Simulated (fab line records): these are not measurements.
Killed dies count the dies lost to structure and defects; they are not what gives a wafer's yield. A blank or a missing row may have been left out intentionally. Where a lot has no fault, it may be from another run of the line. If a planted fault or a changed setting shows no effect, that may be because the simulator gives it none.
Which of the tools did it?	flow sky130	Sampling: 12 lots, 36 wafers, 2 of 708 route steps

## WHAT THE GAUGES SHOWED, per wafer
SKY_VIA4_OVL_MEAS_11. Usual: VIA4_OVL gives 1.1 nm (standard deviation 1.4).
lot	measured	on	VIA4_OVL (nm)	flag
L503	day 44 03:28	overlay-01	0.1 0.3 1.6	
L504	day 44 12:25	overlay-01	1.3 3.5 0.3	
L505	day 44 21:55	overlay-01	-0.6 -1.4 1.3	
L506	day 45 01:49	overlay-01	0.8 -0.2 0.1	
L507	day 45 08:37	overlay-02	3.0 1.8 1.5	
L513	day 46 11:07	overlay-02	-1.0 -0.1 -0.4	
L517	day 47 11:01	overlay-02	2.4 2.2 2.7	
L518	day 47 15:19	overlay-01	0.0 2.2 2.6	
L519	day 47 21:32	overlay-01	2.6 4.0 3.0	
L520	day 48 07:47	overlay-02	-0.8 -0.5 1.4	
L521	day 48 18:25	overlay-02	1.2 1.8 1.6	
L522	day 49 00:28	overlay-01	0.5 1.0 0.7	

SKY_VIA4_RS_MEAS_19: uses a four-point probe to measure. Usual: VIA4_W_RS gives 0.2245 ohm/sq (standard deviation 0.0026).
lot	measured	on	VIA4_W_RS (ohm/sq)	flag
L503	day 44 04:28	filmMetro-01	0.2206 0.2215 0.2236	
L504	day 44 13:19	filmMetro-03	0.2214 0.2271 0.2269	
L505	day 44 22:51	filmMetro-04	0.2236 0.2252 0.2247	
L506	day 45 02:47	filmMetro-04	0.2193 0.2233 0.2219	
L507	day 45 09:36	filmMetro-01	0.2285 0.2215 0.2268	
L513	day 46 12:03	filmMetro-01	0.2252 0.2253 0.2245	
L517	day 47 11:56	filmMetro-01	0.2213 0.2194 0.2222	
L518	day 47 16:14	filmMetro-01	0.2210 0.2217 0.2225	
L519	day 47 22:28	filmMetro-01	0.2246 0.2259 0.2258	
L520	day 48 08:46	filmMetro-01	0.2244 0.2261 0.2246	
L521	day 48 19:19	filmMetro-01	0.2207 0.2236 0.2232	
L522	day 49 01:23	filmMetro-01	0.2243 0.2243 0.2246	

## TOOL THAT RAN EACH LOT (tool first, then ch and the chambers of the sampled wafers, then the start)
There is no process step in the record ahead of these readings.

## AS READ BY THE TOOLS THEMSELVES (means over the sampled wafers that have a number; for cases with no such wafer, the mark the record gives instead)
The record holds no such reading with a usual standard deviation.

## THE ANSWER, worked out from the rows above alone
Rule: a lot counts as off when the mean over its wafers that have a number is more than 3 standard deviations away from the usual mean. Also off: a lot with no number at a reading for which 4 or more lots have one. The other lots that the step has rows for count as sound. First the gauges in route order, then the tools' own readings, where a lot's mean is used as printed above. The first step at which some lot is off is used, and at that step the reading that is off furthest; a lot without a number counts as furthest.
No lot is off at any reading shown: from this, nothing can be told.

## WHAT WAS PUT IN BY THE SIMULATOR
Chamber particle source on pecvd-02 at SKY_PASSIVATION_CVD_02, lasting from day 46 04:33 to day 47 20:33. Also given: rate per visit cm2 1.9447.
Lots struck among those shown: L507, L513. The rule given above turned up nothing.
